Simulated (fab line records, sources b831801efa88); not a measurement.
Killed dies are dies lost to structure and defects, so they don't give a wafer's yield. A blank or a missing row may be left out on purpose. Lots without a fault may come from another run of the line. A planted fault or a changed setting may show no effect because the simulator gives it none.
fab line records | flow sky130
record lots=6 wafers=18 last_day=50
route steps=708 shown LI_CONTACT@370
lots that met no fault: from a run of the same line without faults
start_h: hours from the record's first day to the start of the lot's first wafer shown | wait_h: hours since the lot's step before | " the same as in the row above | L1.1+2: a row that stands for several wafers | - no value, or no start given | * or withheld: withheld | < > ~ a bound
route shown NAME@n: a module of which the file shows steps, and the number in the route of the first | usual: mean/standard deviation of fault-free wafers | same: alike in all rows | chamber/n: place in a boat | sites: the reading at each site | _std_site: their standard deviation | _edge_site: outer sites' mean less inner sites' | radius_mm: how far each site lies from the wafer's centre | mask NAME#n: copy n | behind: the tool/chamber that last shaped the wafer | hold: why the lot was held/for how many hours/how that ended | device: the transistor (n, p or np) that didn't switch | end of line: the same wafers' tests at the end of the route | a step without rows: its recipe alone | killed: dies lost to structure and defects at the first sort, not the wafer's yield | map: a wafer's dies, x killed, . not, _ none there
set.NAME: the setting as run; set.NAME@STEP: as run at that earlier step | model.NAME: the simulator's own value behind a step, which no gauge read
lots at some steps of the route; a table a step, a row a wafer
services: from which hour (start_h, from the record's first day; less than 0 if before it) a tool's chamber was out of use, for how many hours, and why
## steps
# step SKY_LI_CONTACT_SOFTBAKE_08
# recipe temp_c=100 time_s=90 resist=KrF-thick
# step SKY_LI_CONTACT_EXPOSE_09
# recipe mask_id=LICM1 na=0.8 source_shape=annular sigma_inner=0.55 sigma_outer=0.85 target_cd_nm=170 dose_mj=38
# step SKY_LI_CONTACT_PEB_10
# recipe peb_temp_c=withheld peb_time_s=withheld resist=KrF-thick
# step SKY_LI_CONTACT_DEVELOP_11
# recipe develop_time_s=60 resist=KrF-thick dev_temp_c=21
# step SKY_LI_CONTACT_CD_MEAS_12
# recipe target_cd_nm=170
# usual cd_nm=170.2/1.6
# columns lot.wafer tool chamber start_h wait_h cd_nm
L699.2 cd_sem-02 - 671.95 - 171.6
L699.3 " - " " 172.6
L699.5 " - " " 171.2
L700.3 cd_sem-02 - 681.14 - 169.2
L700.4 " - " " 169.1
L700.5 " - " " 170.4
L707.1 cd_sem-02 - 746.54 - 172.3
L707.3 " - " " 171.0
L707.4 " - " " 171.6
L711.2 cd_sem-01 - 775.40 - 167.1
L711.3 " - " " 168.0
L711.6 " - " " 166.8
L715.4 cd_sem-01 - 799.24 - 173.8
L715.5 " - " " 171.3
L715.6 " - " " 172.7
L721.2 cd_sem-01 - 843.72 - 169.4
L721.4 " - " " 170.9
L721.6 " - " " 171.9
# step SKY_LI_CONTACT_OVL_MEAS_13
# usual LI_CONTACT_OVL=3/5.1
# columns lot.wafer tool chamber start_h wait_h LI_CONTACT_OVL[nm]
L699.2 overlay-02 - 672.05 0.1 8
L699.3 " - " " 2
L699.5 " - " " 1
L700.3 overlay-01 - 681.23 0.1 5
L700.4 " - " " 4
L700.5 " - " " 9
L707.1 overlay-01 - 746.66 0.1 6
L707.3 " - " " 5
L707.4 " - " " 0
L711.2 overlay-02 - 775.50 0.1 -3
L711.3 " - " " -3
L711.6 " - " " 2
L715.4 overlay-01 - 799.32 0.1 0
L715.5 " - " " -5
L715.6 " - " " 0
L721.2 overlay-02 - 843.83 0.1 -4
L721.4 " - " " -5
L721.6 " - " " -4
# step SKY_LI_CONTACT_ETCH_14
# recipe chemistry=N2/H2 target=BARC ion_energy_ev=200 source_w=500 bias_w=100 pressure_mtorr=30 n2_flow_sccm=100 h2_flow_sccm=200 stop_on=SiO2 time_s=45.9 target_depth_a=600
# usual drypump_motor_current_A=5.6/0.48 oes_product_au=0.854/0.0049 throttle_valve_pct=13.225/0.0099
# columns lot.wafer tool chamber start_h wait_h drypump_motor_current_A oes_product_au rf_hours_counter_h throttle_valve_pct
L699.2 rie_diel-04 3 672.08 0.0 5.8 0.862 3 13.216
L699.3 " 0 " " 4.8 0.851 11 13.218
L699.5 " 2 " " 6.6 0.855 - 13.234
L700.3 rie_diel-02 3 681.26 0.0 5.1 0.853 13 13.222
L700.4 " 3 " " 5.1 0.857 - 13.207
L700.5 " 2 " " 5.7 0.852 - 13.227
L707.1 rie_diel-03 0 746.70 0.0 5.8 0.861 3 13.238
L707.3 " 3 " " 6.0 0.850 5 13.219
L707.4 " 2 " " 4.9 0.851 1 13.250
L711.2 rie_diel-03 1 775.53 0.0 5.9 0.853 20 13.228
L711.3 " 3 " " 6.0 0.854 6 13.238
L711.6 " 0 " " 5.8 0.860 - 13.242
L715.4 rie_diel-03 0 799.33 0.0 5.8 0.859 5 13.225
L715.5 " 2 " " 4.9 0.854 - 13.233
L715.6 " 1 " " 6.0 0.856 - 13.231
L721.2 rie_diel-03 3 843.86 0.0 6.0 0.857 8 13.222
L721.4 " 1 " " 5.9 0.859 22 13.221
L721.6 " 2 " " 4.9 0.859 - 13.223
# step SKY_LI_CONTACT_ETCH_15
# recipe target=PSG chemistry=C4F8/O2/Ar stop_on=Si taper_deg=4.15 mask_material=KrF-thick source_w=1500 bias_w=1200 pressure_mtorr=40 c4f8_flow_sccm=withheld O2_flow_sccm=6 Ar_flow_sccm=300 time_s=withheld target_depth_a=6000
# usual oes_product_au=0.836/0.0046
# columns lot.wafer tool chamber start_h wait_h oes_product_au
L699.2 rie_diel-04 3 672.13 0.0 0.828
L699.3 " 0 " " 0.836
L699.5 " 2 " " 0.839
L700.3 rie_diel-02 3 681.30 0.0 0.834
L700.4 " 3 " " 0.832
L700.5 " 2 " " 0.852
L707.1 rie_diel-03 0 746.74 0.0 0.837
L707.3 " 3 " " 0.836
L707.4 " 2 " " 0.844
L711.2 rie_diel-03 1 775.58 0.0 0.837
L711.3 " 3 " " 0.834
L711.6 " 0 " " 0.832
L715.4 rie_diel-03 0 799.38 0.0 0.837
L715.5 " 2 " " 0.831
L715.6 " 1 " " 0.841
L721.2 rie_diel-03 3 843.90 0.0 0.842
L721.4 " 1 " " 0.840
L721.6 " 2 " " 0.834
# step SKY_LI_CONTACT_STRIP_16
# recipe chemistry=O2/N2 power_w=1400 pressure_mtorr=1500 platen_temp_c=withheld o2_flow_sccm=3000 n2_flow_sccm=300 overash_fraction=0.5
# usual drypump_motor_current_A=5.9/0.39 oes_product_au=0.375/0.0049 strip_time_to_endpoint_s=3.48/0.041
# columns lot.wafer tool chamber start_h wait_h drypump_motor_current_A oes_product_au rf_hours_counter_h strip_time_to_endpoint_s
L699.2 plasma_asher-03 1 672.21 - 6.4 0.370 99 3.51
L699.3 " 0 " " 5.4 0.379 - 3.50
L699.5 " 0 " " 5.4 0.373 - 3.43
L700.3 plasma_asher-04 1 681.42 - 6.0 0.382 - 3.48
L700.4 " 0 " " 5.6 0.373 - 3.50
L700.5 " 1 " " 6.0 0.376 - 3.51
L707.1 plasma_asher-03 1 746.83 - 6.4 0.368 0 3.45
L707.3 " 1 " " 6.4 0.371 - 3.48
L707.4 " 0 " " 5.4 0.379 - 3.48
L711.2 plasma_asher-04 1 775.66 - 6.0 0.364 98 3.48
L711.3 " 1 " " 6.0 0.372 - 3.48
L711.6 " 1 " " 6.0 0.383 - 3.47
L715.4 plasma_asher-02 1 799.50 - 5.8 0.368 - 3.44
L715.5 " 0 " " 6.6 0.375 - 3.46
L715.6 " 1 " " 5.8 0.374 - 3.45
L721.2 plasma_asher-02 1 843.99 - 5.8 0.377 35 3.46
L721.4 " 0 " " 6.6 0.381 - 3.44
L721.6 " 0 " " 6.6 0.383 - 3.45
# step SKY_LI_CONTACT_CLEAN_17
# recipe chemistry=NMP time_s=600 temp_c=60 dry=n2_spin
# step SKY_LI_CONTACT_PRE_CLEAN_18
# recipe gas=Ar time_s=5.6 bias_v=358
# step SKY_LI_CONTACT_SPUTTER_19
# recipe material=Ti target_thk_nm=20 chamber_pressure_pa=5 power_w=2500 substrate_temp_c=200 time_s=106.37
# usual throttle_valve_pct=30.3/0.72
# columns lot.wafer tool chamber start_h wait_h throttle_valve_pct
L699.2 pvd_sputter-01 - 672.51 0.0 29.7
L699.3 " - " " 31.5
L699.5 " - " " 29.8
L700.3 pvd_sputter-03 - 681.68 0.0 30.0
L700.4 " - " " 30.0
L700.5 " - " " 30.9
L707.1 pvd_sputter-03 - 747.12 0.0 30.8
L707.3 " - " " 30.4
L707.4 " - " " 29.9
L711.2 pvd_sputter-03 - 775.96 0.0 30.7
L711.3 " - " " 29.6
L711.6 " - " " 30.8
L715.4 pvd_sputter-04 - 799.76 0.0 31.5
L715.5 " - " " 29.4
L715.6 " - " " 31.2
L721.2 pvd_sputter-04 - 844.31 0.0 30.7
L721.4 " - " " 29.4
L721.6 " - " " 29.9
# step SKY_LI_CONTACT_SPUTTER_20
# recipe material=TiN target_thk_nm=20 chamber_pressure_pa=5 power_w=4000 time_s=80
# usual throttle_valve_pct=30.3/0.72
# columns lot.wafer tool chamber start_h wait_h throttle_valve_pct model.TiN_of_LI_CONTACT_SPUTTER_20.thk_nm
L699.2 pvd_sputter-01 - 672.58 0.0 29.5 19.91
L699.3 " - " " 31.7 20.29
L699.5 " - " " 30.0 19.95
L700.3 pvd_sputter-03 - 681.76 0.0 29.7 19.68
L700.4 " - " " 29.5 19.94
L700.5 " - " " 31.0 19.99
L707.1 pvd_sputter-03 - 747.20 0.0 30.4 20.03
L707.3 " - " " 30.4 21.33
L707.4 " - " " 29.9 20.99
L711.2 pvd_sputter-03 - 776.03 0.0 30.9 20.09
L711.3 " - " " 29.6 21.33
L711.6 " - " " 30.9 20.12
L715.4 pvd_sputter-04 - 799.83 0.0 31.3 20.6
L715.5 " - " " 29.3 20.37
L715.6 " - " " 31.1 20.57
L721.2 pvd_sputter-04 - 844.39 0.0 30.6 20.15
L721.4 " - " " 29.4 20.11
L721.6 " - " " 30.0 20.19
# step SKY_LI_CONTACT_CVD_21
# recipe material=W target_thk_nm=400 time_s=120.56 temp_c=400 pressure_torr=40
# usual heater_power_w=750/59
# columns lot.wafer tool chamber start_h wait_h heater_power_w
L699.2 cvd_w-02 1 672.64 0.0 802
L699.3 " 0 " " 667
L699.5 " 1 " " 796
L700.3 cvd_w-02 1 681.86 0.1 787
L700.4 " 0 " " 655
L700.5 " 1 " " 793
L707.1 cvd_w-01 0 747.26 0.0 818
L707.3 " 0 " " 827
L707.4 " 1 " " 716
L711.2 cvd_w-01 0 776.09 0.0 819
L711.3 " 1 " " 705
L711.6 " 0 " " 815
L715.4 cvd_w-02 1 799.94 0.1 801
L715.5 " 1 " " 797
L715.6 " 0 " " 675
L721.2 cvd_w-02 1 844.45 0.0 802
L721.4 " 1 " " 797
L721.6 " 0 " " 670
## services
# columns tool chamber start_h hours kind
rie_diel-02 2 653.38 5.6 repair
rie_diel-03 2 661.11 - clean
rie_diel-03 2 661.11 19.9 scheduled_down
rie_diel-03 2 661.11 19.9 vent_cycle
rie_diel-04 1 668.75 7.0 repair
rie_diel-02 3 669.21 1.9 repair
rie_diel-03 - 678.53 0.4 repair
rie_diel-03 0 695.91 18.8 repair
plasma_asher-04 - 714.13 0.5 repair
cvd_w-01 - 717.89 6.9 pm
plasma_asher-03 - 733.75 9.0 pm
plasma_asher-03 0 733.75 9.0 vent_cycle
plasma_asher-03 1 733.75 9.0 vent_cycle
plasma_asher-02 - 741.02 45.4 pm
plasma_asher-03 0 742.75 - clean
plasma_asher-03 1 742.75 - clean
rie_diel-04 0 759.84 5.6 repair
rie_diel-02 1 777.06 2.8 repair
rie_diel-02 1 779.86 - clean
pvd_sputter-01 - 791.25 1.6 repair
rie_diel-03 1 822.14 2.9 repair
rie_diel-02 - 829.29 2.8 pm
rie_diel-03 1 830.01 5.3 repair
plasma_asher-02 - 837.87 0.9 repair
## key
first_sign none at tools or gauges
model_effect step=SKY_LI_CONTACT_SPUTTER_20 value=TiN_of_LI_CONTACT_SPUTTER_20.thk_nm without=19.89 struck=21.22
met_at SKY_LI_CONTACT_SPUTTER_20
struck_wafers L707.3,L707.4,L711.3
tester_left_out L707,L711
onset_between 681.76 747.20
fault kind=process_parameter_drift tool=pvd_sputter-03 chamber=- onset_h=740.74 steps=SKY_LI_CONTACT_SPUTTER_20 channel=time_s offset=* shape=step end_h=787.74 scope=struck_wafers_only acts_in=* stated=*
# tester_left_out: of these lots the tester's yield and bins aren't shown, on N5 and GAA mostly nor the transistor test; their killed dies are dies lost to structure and defects alone, not to doping, threshold or leakage, so they don't give the yield
